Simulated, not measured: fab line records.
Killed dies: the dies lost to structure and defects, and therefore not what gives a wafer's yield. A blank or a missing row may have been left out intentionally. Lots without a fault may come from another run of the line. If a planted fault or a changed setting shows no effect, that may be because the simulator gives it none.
fab line records	flow sky130	part 1 of 2: steps 1 to 28 of 40
[record] lots = 5	wafers = 15	last_day = 49
route steps=708 shown CAP2M@612 METAL4@621 VIA4@639
lots with no fault: from the same line, run without faults
start_h: start of the lot's first displayed wafer, in hours after the record's first day	wait_h: hours elapsed since this lot's preceding step	" as in the row above	L1.1+2: a row that stands for several wafers	- either no value or no given start	* or withheld: withheld	< > ~ a bound
route shown NAME@n: a module of which the file shows steps, and the number in the route of the first	usual: average and standard deviation across the fault-free wafers	same: alike in all rows	chamber/n: place in a boat	sites: the reading at each site	_std_site: how widely they spread, as a standard deviation	_edge_site: the outer-site mean with the inner-site mean subtracted	radius_mm: how far each site lies from the wafer's centre	mask NAME#n: copy n	behind: tool/chamber where the wafer was last shaped	hold: cause of the lot's hold/its duration in hours/its outcome	device: transistor that didn't switch, given as n, p or np	end of line: the same wafers' tests at the end of the route	a step with no rows: only its recipe	killed: count of dies lost to structure and defects at first sort (not the wafer's yield)	map: dies across one wafer; x = killed, . = not, _ = none there
set.NAME: the setting as run; set.NAME@STEP: as run at that earlier step	model.NAME: the simulator's own value behind a step, which no gauge read
lots at some steps of the route; a table a step, a row a wafer
services: when a tool's chamber went out of use (start_h, in hours from the record's first day, below 0 if earlier), for how many hours, and the reason
[[steps]]
[step SKY_CAP2M_EXPOSE_09]
[recipe] mask_id = CAP2M	na = 0.6	source_shape = conventional	sigma_outer = 0.6	polarization = unpolarized	target_cd_nm = 1000	dose_mj = 159
[usual] exposure_dose_mJ_cm2 = 158.98/0.15
lot.wafer	tool	chamber	start_h	wait_h	mask	exposure_dose_mJ_cm2
L076.2	iline_stepper-02	0	-	-	CAP2M#0	159.02
L076.3	"	0	"	"	CAP2M#0	158.73
L076.6	"	0	"	"	CAP2M#0	159.06
L079.1	iline_stepper-02	0	-	-	CAP2M#0	159.07
L079.2	"	0	"	"	CAP2M#0	159.26
L079.6	"	0	"	"	CAP2M#0	158.97
L088.1	iline_stepper-02	0	-	-	CAP2M#0	159.06
L088.3	"	0	"	"	CAP2M#0	158.80
L088.4	"	0	"	"	CAP2M#0	158.94
L089.3	iline_stepper-02	0	-	-	CAP2M#0	158.90
L089.4	"	0	"	"	CAP2M#0	159.16
L089.6	"	0	"	"	CAP2M#0	159.06
L091.2	iline_stepper-02	0	-	-	CAP2M#0	159.22
L091.3	"	0	"	"	CAP2M#0	159.05
L091.6	"	0	"	"	CAP2M#0	158.89
[step SKY_CAP2M_PEB_10]
[recipe] temp_c = withheld	time_s = *	resist = NOVOLAK
lot.wafer	tool	chamber	start_h	wait_h
L076.2+3+6	litho_track-02	0	-	-
L079.1+2+6	litho_track-01	0	-	-
L088.1+3+4	litho_track-01	0	-	-
L089.3+4+6	litho_track-02	0	-	-
L091.2+3+6	litho_track-01	0	-	-
[step SKY_CAP2M_DEVELOP_11]
[recipe] resist = NOVOLAK	developer = TMAH	develop_time_s = 60	dev_temp_c = 23
lot.wafer	tool	chamber	start_h	wait_h
L076.2+3+6	litho_track-02	0	975.56	0.1
L079.1+2+6	litho_track-01	0	1007.20	0.1
L088.1+3+4	litho_track-01	0	1058.15	0.1
L089.3+4+6	litho_track-02	0	1059.38	0.1
L091.2+3+6	litho_track-01	0	1067.97	0.1
[step SKY_CAP2M_OVL_MEAS_12]
[usual] CAP2M_OVL = 0.1/2
lot.wafer	tool	chamber	start_h	wait_h	CAP2M_OVL[nm]
L076.2	overlay-01	-	975.69	0.1	1.4
L076.3	"	-	"	"	3.0
L076.6	"	-	"	"	0.9
L079.1	overlay-01	-	1007.35	0.1	2.5
L079.2	"	-	"	"	2.6
L079.6	"	-	"	"	-1.0
L088.1	overlay-01	-	1058.30	0.1	0.6
L088.3	"	-	"	"	-0.2
L088.4	"	-	"	"	-0.5
L089.3	overlay-01	-	1059.49	0.1	0.9
L089.4	"	-	"	"	1.7
L089.6	"	-	"	"	0.1
L091.2	overlay-02	-	1068.10	0.1	1.7
L091.3	"	-	"	"	0.7
L091.6	"	-	"	"	1.2
[step SKY_CAP2M_METAL_ETCH_13]
[recipe] target_depth_nm = 220	stop_on = SiO2	chemistry = Cl2/BCl3	target = TiN	pressure_mtorr = 10	icp_w = 900	bias_w = 48.5	Cl2_flow_sccm = 60	bcl3_flow_sccm = 30	time_s = 62.9
[usual] drypump_motor_current_A = 6.0/0.33	oes_product_au = 0.939/0.0085	rf_fwd_power_W = 892/3	throttle_valve_pct = 21.905/0.01
lot.wafer	tool	chamber	start_h	wait_h	drypump_motor_current_A	oes_product_au	rf_fwd_power_W	rf_hours_counter_h	throttle_valve_pct
L076.2	rie_metal-01	1	975.74	0.0	5.5	0.932	891	-	21.900
L076.3	"	1	"	"	5.5	0.915	891	-	21.919
L076.6	"	1	"	"	5.5	0.940	891	-	21.905
L079.1	rie_metal-01	0	1007.38	0.0	6.0	0.948	892	5	21.899
L079.2	"	1	"	"	5.5	0.936	895	0	21.917
L079.6	"	1	"	"	5.5	0.950	896	-	21.901
L088.1	rie_metal-04	0	1058.33	0.0	5.7	0.917	889	10	21.911
L088.3	"	1	"	"	5.8	0.932	887	-	21.914
L088.4	"	0	"	"	5.7	0.931	894	-	21.907
L089.3	rie_metal-03	1	1059.59	0.1	6.4	0.925	893	-	21.900
L089.4	"	1	"	"	6.4	0.939	892	-	21.905
L089.6	"	1	"	"	6.4	0.936	891	-	21.902
L091.2	rie_metal-04	0	1068.13	0.0	5.7	0.941	895	11	21.915
L091.3	"	1	"	"	5.9	0.937	892	-	21.904
L091.6	"	1	"	"	5.9	0.930	891	-	21.911
[step SKY_CAP2M_STRIP_14]
[recipe] chemistry = O2/N2	power_w = 1400	pressure_mtorr = 1500	platen_temp_c = withheld	o2_flow_sccm = 3000	n2_flow_sccm = 300	overash_fraction = 0.5
[usual] drypump_motor_current_A = 5.5/0.39	oes_product_au = 0.710/0.005	strip_time_to_endpoint_s = 12.61/0.058
lot.wafer	tool	chamber	start_h	wait_h	drypump_motor_current_A	oes_product_au	rf_hours_counter_h	strip_time_to_endpoint_s
L076.2	plasma_asher-03	0	975.87	0.1	6.2	0.709	121	12.62
L076.3	"	0	"	"	6.1	0.717	-	12.55
L076.6	"	1	"	"	6.0	0.710	-	12.56
L079.1	plasma_asher-01	0	1007.46	0.1	5.9	0.703	82	12.65
L079.2	"	1	"	"	5.4	0.715	82	12.57
L079.6	"	0	"	"	5.9	0.714	-	12.60
L088.1	plasma_asher-01	1	1058.41	0.1	5.4	0.723	88	12.66
L088.3	"	1	"	"	5.4	0.714	-	12.55
L088.4	"	0	"	"	5.9	0.717	-	12.67
L089.3	plasma_asher-02	1	1059.76	0.1	5.1	0.713	-	12.56
L089.4	"	0	"	"	5.2	0.706	-	12.52
L089.6	"	0	"	"	5.2	0.702	-	12.48
L091.2	plasma_asher-02	1	1068.21	0.1	5.1	0.711	66	12.67
L091.3	"	1	"	"	5.1	0.707	-	12.56
L091.6	"	1	"	"	5.1	0.710	-	12.61
[step SKY_CAP2M_STRIP_15]
[recipe] chemistry = post_etch_residue_remover	time_s = 1200	temp_c = 72.5
lot.wafer	tool	chamber	start_h	wait_h
L076.2+3+6	wet_bench-02	2	975.97	0.1
L079.1+2+6	wet_bench-03	1	1007.56	0.1
L088.1+3+4	wet_bench-04	3	1058.51	0.1
L089.3+4+6	wet_bench-03	1	1059.83	0.0
L091.2+3+6	wet_bench-04	2	1068.31	0.1
[step SKY_CAP2M_CLEAN_16]
[recipe] chemistry = IPA	time_s = 180	temp_c = 25
lot.wafer	tool	chamber	start_h	wait_h
L076.2+3+6	wet_bench-04	0	976.31	0.0
L079.1+2+6	wet_bench-02	2	1007.90	0.0
L088.1+3+4	wet_bench-03	2	1058.85	0.0
L089.3+4+6	wet_bench-04	3	1060.17	0.0
L091.2+3+6	wet_bench-03	1	1068.65	0.0
[step SKY_CAP2M_CLEAN_17]
[recipe] chemistry = O3/DIW	dry = n2_spin
lot.wafer	tool	chamber	start_h	wait_h
L076.2+3+6	wet_bench-03	3	976.37	0.0
L079.1+2+6	wet_bench-02	0	1007.96	0.0
L088.1+3+4	wet_bench-04	2	1058.91	0.0
L089.3+4+6	wet_bench-02	2	1060.23	0.0
L091.2+3+6	wet_bench-02	0	1068.71	0.0
[step SKY_METAL4_DEHYDRATE_05]
[recipe] temp_c = 200	time_s = 60
lot.wafer	tool	chamber	start_h	wait_h
L076.2+3+6	litho_track-01	0	988.12	11.6
L079.1+2+6	litho_track-03	0	1017.75	9.7
L088.1+3+4	litho_track-04	0	1068.75	9.7
L089.3+4+6	litho_track-01	0	1070.35	10.0
L091.2+3+6	litho_track-01	0	1079.62	10.7
[step SKY_METAL4_HMDS_06]
[recipe] prime_time_s = 60	prime_temp_c = 120
lot.wafer	tool	chamber	start_h	wait_h
L076.2+3+6	litho_track-01	0	988.27	0.1
L079.1+2+6	litho_track-03	0	1017.90	0.1
L088.1+3+4	litho_track-04	0	1068.90	0.1
L089.3+4+6	litho_track-01	0	1070.50	0.1
L091.2+3+6	litho_track-01	0	1079.77	0.1
[step SKY_METAL4_COAT_07]
[recipe] resist = BARC	temp_c = withheld	time_s = withheld	spin_rpm = 3000	resist_thk_nm = 60
lot.wafer	tool	chamber	start_h	wait_h
L076.2+3+6	litho_track-01	0	988.42	0.1
L079.1+2+6	litho_track-03	0	1018.05	0.1
L088.1+3+4	litho_track-04	0	1069.05	0.1
L089.3+4+6	litho_track-01	0	1070.65	0.1
L091.2+3+6	litho_track-01	0	1079.92	0.1
[step SKY_METAL4_COAT_08]
[recipe] resist = KrF-thick	spin_rpm = 3000	resist_thk_nm = 1140
lot.wafer	tool	chamber	start_h	wait_h
L076.2+3+6	litho_track-01	0	-	-
L079.1+2+6	litho_track-03	0	-	-
L088.1+3+4	litho_track-04	0	-	-
L089.3+4+6	litho_track-01	0	-	-
L091.2+3+6	litho_track-01	0	-	-
[step SKY_METAL4_SOFTBAKE_09]
[recipe] temp_c = 100	time_s = 90	resist = KrF-thick
lot.wafer	tool	chamber	start_h	wait_h
L076.2+3+6	litho_track-01	0	-	-
L079.1+2+6	litho_track-03	0	-	-
L088.1+3+4	litho_track-04	0	-	-
L089.3+4+6	litho_track-01	0	-	-
L091.2+3+6	litho_track-01	0	-	-
[step SKY_METAL4_EXPOSE_10]
[recipe] mask_id = MM4	na = 0.68	source_shape = annular	sigma_inner = 0.4	sigma_outer = 0.8	target_cd_nm = 300	dose_mj = 28
[usual] exposure_dose_mJ_cm2 = 27.94/0.032
lot.wafer	tool	chamber	start_h	wait_h	mask	exposure_dose_mJ_cm2
L076.2	krf_scanner-01	0	-	-	MM4#0	27.96
L076.3	"	0	"	"	MM4#0	27.96
L076.6	"	0	"	"	MM4#0	28.01
L079.1	krf_scanner-02	0	-	-	MM4#0	27.94
L079.2	"	0	"	"	MM4#0	27.92
L079.6	"	0	"	"	MM4#0	27.95
L088.1	krf_scanner-01	0	-	-	MM4#0	27.94
L088.3	"	0	"	"	MM4#0	27.93
L088.4	"	0	"	"	MM4#0	27.94
L089.3	krf_scanner-01	0	-	-	MM4#0	27.90
L089.4	"	0	"	"	MM4#0	27.92
L089.6	"	0	"	"	MM4#0	27.94
L091.2	krf_scanner-01	0	-	-	MM4#0	27.97
L091.3	"	0	"	"	MM4#0	27.98
L091.6	"	0	"	"	MM4#0	27.99
[step SKY_METAL4_PEB_11]
[recipe] peb_temp_c = withheld	peb_time_s = withheld	resist = KrF-thick
lot.wafer	tool	chamber	start_h	wait_h
L076.2+3+6	litho_track-03	0	-	-
L079.1+2+6	litho_track-04	0	-	-
L088.1+3+4	litho_track-03	0	-	-
L089.3+4+6	litho_track-04	0	-	-
L091.2+3+6	litho_track-03	0	-	-
[step SKY_METAL4_DEVELOP_12]
[recipe] develop_time_s = 60	resist = KrF-thick	dev_temp_c = 21
lot.wafer	tool	chamber	start_h	wait_h
L076.2+3+6	litho_track-03	0	-	-
L079.1+2+6	litho_track-04	0	-	-
L088.1+3+4	litho_track-03	0	-	-
L089.3+4+6	litho_track-04	0	-	-
L091.2+3+6	litho_track-03	0	-	-
[step SKY_METAL4_CD_MEAS_13]
[recipe] target_cd_nm = 300
[usual] cd_nm = 299.9/1.3
lot.wafer	tool	chamber	start_h	wait_h	cd_nm
L076.2	cd_sem-02	-	1001.02	-	298.8
L076.3	"	-	"	"	299.6
L076.6	"	-	"	"	299.2
L079.1	cd_sem-01	-	1030.15	-	298.5
L079.2	"	-	"	"	299.0
L079.6	"	-	"	"	298.3
L088.1	cd_sem-02	-	1080.85	-	300.3
L088.3	"	-	"	"	301.5
L088.4	"	-	"	"	301.2
L089.3	cd_sem-02	-	1082.24	-	299.8
L089.4	"	-	"	"	300.7
L089.6	"	-	"	"	299.6
L091.2	cd_sem-01	-	1090.47	-	299.1
L091.3	"	-	"	"	300.1
L091.6	"	-	"	"	300.6
[step SKY_METAL4_OVL_MEAS_14]
[usual] METAL4_OVL = 2/5.2
lot.wafer	tool	chamber	start_h	wait_h	METAL4_OVL[nm]
L076.2	overlay-01	-	1001.12	0.1	7
L076.3	"	-	"	"	7
L076.6	"	-	"	"	14
L079.1	overlay-01	-	1030.27	0.1	2
L079.2	"	-	"	"	-6
L079.6	"	-	"	"	-4
L088.1	overlay-01	-	1080.97	0.1	1
L088.3	"	-	"	"	-7
L088.4	"	-	"	"	3
L089.3	overlay-01	-	1082.33	0.1	-5
L089.4	"	-	"	"	8
L089.6	"	-	"	"	-1
L091.2	overlay-02	-	1090.57	0.1	10
L091.3	"	-	"	"	6
L091.6	"	-	"	"	16
[step SKY_METAL4_DESCUM_15]
[recipe] chemistry = O2	source_power_w = 150	bias_power_w = 0	pressure_mtorr = 10	temp_c = 40	time_s = 8
[usual] drypump_motor_current_A = 5.78/0.2	oes_product_au = 1.003/0.012	rf_fwd_power_W = 147.0/0.64
lot.wafer	tool	chamber	start_h	wait_h	drypump_motor_current_A	oes_product_au	rf_fwd_power_W	rf_hours_counter_h
L076.2	rie_metal-04	1	1001.15	0.0	5.85	1.019	146.1	12
L076.3	"	1	"	"	5.84	1.011	145.9	-
L076.6	"	1	"	"	5.82	1.019	145.8	-
L079.1	rie_metal-04	1	1030.30	0.0	5.85	1.021	145.6	14
L079.2	"	0	"	"	5.71	0.998	147.4	8
L079.6	"	1	"	"	5.85	1.017	145.7	-
L088.1	rie_metal-04	0	1081.00	0.0	5.74	1.000	146.6	12
L088.3	"	0	"	"	5.72	1.000	146.9	-
L088.4	"	1	"	"	5.85	1.029	146.3	-
L089.3	rie_metal-01	0	1082.36	0.0	6.01	0.993	147.7	-
L089.4	"	1	"	"	5.46	1.003	146.9	-
L089.6	"	1	"	"	5.47	1.010	147.2	-
L091.2	rie_metal-01	1	1090.60	0.0	5.47	1.000	147.2	6
L091.3	"	0	"	"	6.02	1.006	147.8	-
L091.6	"	0	"	"	6.02	1.001	147.1	-
[step SKY_METAL4_ETCH_16]
[recipe] chemistry = N2/H2	target = BARC	ion_energy_ev = 200	bias_w = 100	pressure_mtorr = 30	n2_flow_sccm = 100	h2_flow_sccm = 200	icp_w = 500	stop_on = SiO2	time_s = 88.2	target_depth_a = 600
[usual] drypump_motor_current_A = 5.78/0.21	oes_product_au = 0.626/0.0047	rf_fwd_power_W = 497.0/1.6	throttle_valve_pct = 13.206/0.0091
lot.wafer	tool	chamber	start_h	wait_h	drypump_motor_current_A	oes_product_au	rf_fwd_power_W	rf_hours_counter_h	throttle_valve_pct
L076.2	rie_metal-04	1	1001.18	0.0	5.86	0.626	495.8	12	13.208
L076.3	"	1	"	"	5.87	0.627	496.7	-	13.203
L076.6	"	1	"	"	5.85	0.618	494.2	-	13.200
L079.1	rie_metal-04	1	1030.33	0.0	5.85	0.629	495.2	14	13.213
L079.2	"	0	"	"	5.74	0.626	496.6	8	13.205
L079.6	"	1	"	"	5.83	0.630	495.2	-	13.209
L088.1	rie_metal-04	0	1081.03	0.0	5.73	0.630	495.6	12	13.196
L088.3	"	0	"	"	5.73	0.623	496.2	-	13.197
L088.4	"	1	"	"	5.86	0.627	494.6	-	13.201
L089.3	rie_metal-01	0	1082.42	0.0	6.04	0.625	497.6	-	13.219
L089.4	"	1	"	"	5.49	0.626	494.4	-	13.196
L089.6	"	1	"	"	5.49	0.628	497.5	-	13.201
L091.2	rie_metal-01	1	1090.63	0.0	5.47	0.621	497.2	6	13.180
L091.3	"	0	"	"	6.02	0.628	499.3	-	13.204
L091.6	"	0	"	"	6.04	0.636	496.5	-	13.217
[step SKY_METAL4_ETCH_17]
[recipe] target = SiO2	stop_on = TiN	chemistry = C4F8/O2/Ar	source_w = 1500	bias_w = 1200	pressure_mtorr = 40	c4f8_flow_sccm = withheld	O2_flow_sccm = 6	Ar_flow_sccm = 300	time_s = 3.9	target_depth_a = 150
[usual] oes_product_au = 0.755/0.0074	rf_fwd_power_W = 1469/7.5
lot.wafer	tool	chamber	start_h	wait_h	oes_product_au	rf_fwd_power_W	rf_hours_counter_h
L076.2	rie_diel-04	2	1001.28	0.1	0.766	1471	10
L076.3	"	0	"	"	0.756	1471	6
L076.6	"	3	"	"	0.766	1470	-
L079.1	rie_diel-02	2	1030.43	0.1	0.747	1462	17
L079.2	"	3	"	"	0.760	1473	23
L079.6	"	0	"	"	0.753	1455	-
L088.1	rie_diel-03	3	1081.13	0.1	0.746	1472	16
L088.3	"	0	"	"	0.745	1469	0
L088.4	"	2	"	"	0.749	1471	22
L089.3	rie_diel-03	1	1082.48	0.0	0.762	1460	21
L089.4	"	2	"	"	0.761	1463	22
L089.6	"	2	"	"	0.749	1469	-
L091.2	rie_diel-03	2	1090.73	0.1	0.756	1462	22
L091.3	"	3	"	"	0.759	1466	16
L091.6	"	1	"	"	0.760	1454	-
[step SKY_METAL4_METAL_ETCH_18]
[recipe] target_depth_a = 8450	stop_on = SiO2	over_etch_frac = 0.3	time_s = 183.1	chemistry = Cl2/BCl3	resist_sidewall_deg = 88	pressure_mtorr = 10	icp_w = 900	bias_w = 48.5	Cl2_flow_sccm = 60	bcl3_flow_sccm = 30
[usual] drypump_motor_current_A = 5.78/0.19	oes_product_au = 0.864/0.0061	rf_fwd_power_W = 896.9/2.6	throttle_valve_pct = 22.263/0.0084
lot.wafer	tool	chamber	start_h	wait_h	drypump_motor_current_A	oes_product_au	rf_fwd_power_W	rf_hours_counter_h	throttle_valve_pct
L076.2	rie_metal-02	1	1001.30	0.0	5.57	0.875	897.3	22	22.289
L076.3	"	1	"	"	5.57	0.867	896.5	-	22.268
L076.6	"	1	"	"	5.55	0.870	899.5	-	22.270
L079.1	rie_metal-01	1	1030.45	0.0	5.50	0.856	897.9	1	22.263
L079.2	"	0	"	"	6.03	0.861	900.2	6	22.267
L079.6	"	1	"	"	5.48	0.865	893.7	-	22.268
L088.1	rie_metal-02	1	1081.15	0.0	5.55	0.865	902.4	0	22.259
L088.3	"	1	"	"	5.57	0.852	901.8	-	22.261
L088.4	"	0	"	"	5.97	0.869	897.6	-	22.259
L089.3	rie_metal-04	1	1082.56	0.1	5.83	0.861	895.4	-	22.273
L089.4	"	0	"	"	5.72	0.863	895.1	-	22.247
L089.6	"	0	"	"	5.72	0.854	897.0	-	22.270
L091.2	rie_metal-04	1	1090.75	0.0	5.83	0.866	898.3	18	22.269
L091.3	"	0	"	"	5.74	0.875	893.0	-	22.271
L091.6	"	1	"	"	5.85	0.862	891.3	-	22.267
[step SKY_METAL4_STRIP_19]
[recipe] chemistry = O2/N2	power_w = 1400	pressure_mtorr = 1500	platen_temp_c = withheld	o2_flow_sccm = 3000	n2_flow_sccm = 300	overash_fraction = 0.5
[usual] drypump_motor_current_A = 5.6/0.55	oes_product_au = 0.500/0.0068	strip_time_to_endpoint_s = 6.48/0.13
lot.wafer	tool	chamber	start_h	wait_h	drypump_motor_current_A	oes_product_au	rf_hours_counter_h	strip_time_to_endpoint_s
L076.2	plasma_asher-04	1	1001.48	0.1	6.1	0.488	27	6.41
L076.3	"	0	"	"	4.8	0.494	-	6.37
L076.6	"	1	"	"	6.1	0.496	-	6.39
L079.1	plasma_asher-03	0	1030.63	0.1	6.1	0.507	124	6.62
L079.2	"	1	"	"	6.0	0.511	124	6.68
L079.6	"	1	"	"	6.0	0.495	-	6.60
L088.1	plasma_asher-04	0	1081.33	0.1	4.8	0.509	36	6.62
L088.3	"	0	"	"	4.9	0.511	-	6.60
L088.4	"	1	"	"	6.1	0.499	-	6.51
L089.3	plasma_asher-02	1	1082.71	0.1	5.2	0.478	-	6.21
L089.4	"	0	"	"	5.2	0.496	-	6.46
L089.6	"	1	"	"	5.1	0.497	-	6.51
L091.2	plasma_asher-03	1	1090.93	0.1	6.0	0.492	3	6.28
L091.3	"	0	"	"	6.1	0.487	-	6.55
L091.6	"	0	"	"	6.1	0.502	-	6.24
[step SKY_METAL4_STRIP_20]
[recipe] chemistry = post_etch_residue_remover	time_s = 1200	temp_c = 72.5
lot.wafer	tool	chamber	start_h	wait_h
L076.2+3+6	wet_bench-04	0	1001.58	0.1
L079.1+2+6	wet_bench-04	3	1030.73	0.1
L088.1+3+4	wet_bench-01	0	1081.43	0.1
L089.3+4+6	wet_bench-03	3	1082.78	0.0
L091.2+3+6	wet_bench-01	1	1091.03	0.1
[step SKY_METAL4_CLEAN_21]
[recipe] chemistry = IPA	time_s = 180	temp_c = 25
lot.wafer	tool	chamber	start_h	wait_h
L076.2+3+6	wet_bench-03	2	1001.92	0.0
L079.1+2+6	wet_bench-01	0	1031.07	0.0
L088.1+3+4	wet_bench-01	1	1081.84	0.0
L089.3+4+6	wet_bench-04	1	1083.52	0.0
L091.2+3+6	wet_bench-04	0	1091.40	0.0
[step SKY_METAL4_CLEAN_22]
[recipe] chemistry = O3/DIW	dry = n2_spin
lot.wafer	tool	chamber	start_h	wait_h
L076.2+3+6	wet_bench-01	0	1001.98	0.0
L079.1+2+6	wet_bench-04	2	1031.13	0.0
L088.1+3+4	wet_bench-01	0	1081.91	0.0
L089.3+4+6	wet_bench-03	3	1083.58	0.0
L091.2+3+6	wet_bench-01	2	1091.47	0.0
[step SKY_VIA4_HDPCVD_00]
[recipe] material = SiO2	target_thk_nm = 1750	sigma_open_frac = 0.3	time_s = 291.7	temp_c = 400	sih4_flow_sccm = 60	pressure_mtorr = 6
[usual] pressure_mtorr = 5.998/0.012
lot.wafer	tool	chamber	start_h	wait_h	pressure_mtorr
L076.2	hdpcvd-01	1	1002.08	0.0	6.013
L076.3	"	2	"	"	6.006
L076.6	"	1	"	"	6.005
L079.1	hdpcvd-02	0	1031.23	0.0	6.015
L079.2	"	1	"	"	5.991
L079.6	"	2	"	"	5.981
L088.1	hdpcvd-02	2	1082.01	0.0	5.998
L088.3	"	1	"	"	5.988
L088.4	"	1	"	"	5.984
L089.3	hdpcvd-02	1	1083.78	0.0	6.013
L089.4	"	0	"	"	5.999
L089.6	"	1	"	"	5.988
L091.2	hdpcvd-02	1	1091.57	0.0	5.989
L091.3	"	2	"	"	6.002
L091.6	"	2	"	"	6.006
